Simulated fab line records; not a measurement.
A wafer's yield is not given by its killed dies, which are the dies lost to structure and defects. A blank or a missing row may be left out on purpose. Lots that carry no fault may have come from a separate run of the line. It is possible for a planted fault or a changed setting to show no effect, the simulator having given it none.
One fault seen from 2 desks -- flow sfqLine -- what lay behind the numbers comes last; until then each desk has only its own

AT THE METROLOGY DESK
Means of the sampled wafers that have a number, per lot and without regard to the tool the lot ran on: this is what the gauges read. Any lot whose mean is over 4 standard deviations away from the usual mean is out of limits and marked OUT; that distance is given in the brackets.
Columns: A = R5_MONX_RS at SFQ_R5_RS_MEAS_933, usual 7.05 ohm/sq; B = R5_MONX_THK at SFQ_R5_THK_MEAS_934, usual 39.2 nm
lot,first seen here,A,B
L254,day 48 02:30,6.95,39.2
L255,day 48 12:49,7.00,39.4
L256,day 48 21:49,7.13,38.5
L257,day 49 06:56,7.07,39.7
L259,day 50 19:02,7.12,38.9
L260,day 51 05:41,6.97,39.0
L261,day 51 16:04,7.09,38.9
L262,day 51 22:03,7.15,38.6
L264,day 52 14:43,7.07,39.2
L265,day 52 18:44,7.24,38.1
L266,day 52 23:42,7.20,38.5
L270,day 54 00:41,6.99,39.1
L275,day 55 03:51,7.06,39.2
Result from this desk: across the 13 lots, nothing is out of limits.

THE TOOL OWNER'S DESK: pvdSputter-03
The tool's own readings at SFQ_TRILAYER_R5_DEP_SPUTTER_133 (material MoNx, target thk 40 nm, time 66.7 s): means of the sampled wafers that have a number, for each lot that ran on this tool. Any lot whose mean is over 4 standard deviations away from the usual mean is out of limits and marked OUT; that distance is given in the brackets.
Columns: A = chamberPressurePa at SFQ_TRILAYER_R5_DEP_SPUTTER_133, usual 0.4001 Pa; B = throttleValvePct at SFQ_TRILAYER_R5_DEP_SPUTTER_133, usual 30.2 %
lot,first seen here,A,B
L255,day 48 12:44,0.4001,30.3
L257,day 49 06:51,0.3997,30.5
L259,day 50 18:58,0.4003,29.6
L261,day 51 15:58,0.4004,30.0
L262,day 51 21:58,0.3993,30.2
L264,day 52 14:36,0.4002,30.7
L265,day 52 18:40,0.3999,30.2
L266,day 52 23:36,0.4001,31.0
Result from this desk: across the 8 lots, nothing is out of limits.

PUT TOGETHER
From the metrology desk's view, nothing was out of limits.
The tool owner's desk saw nothing out of limits.

WHAT HAD BEEN PUT IN BY THE SIMULATOR
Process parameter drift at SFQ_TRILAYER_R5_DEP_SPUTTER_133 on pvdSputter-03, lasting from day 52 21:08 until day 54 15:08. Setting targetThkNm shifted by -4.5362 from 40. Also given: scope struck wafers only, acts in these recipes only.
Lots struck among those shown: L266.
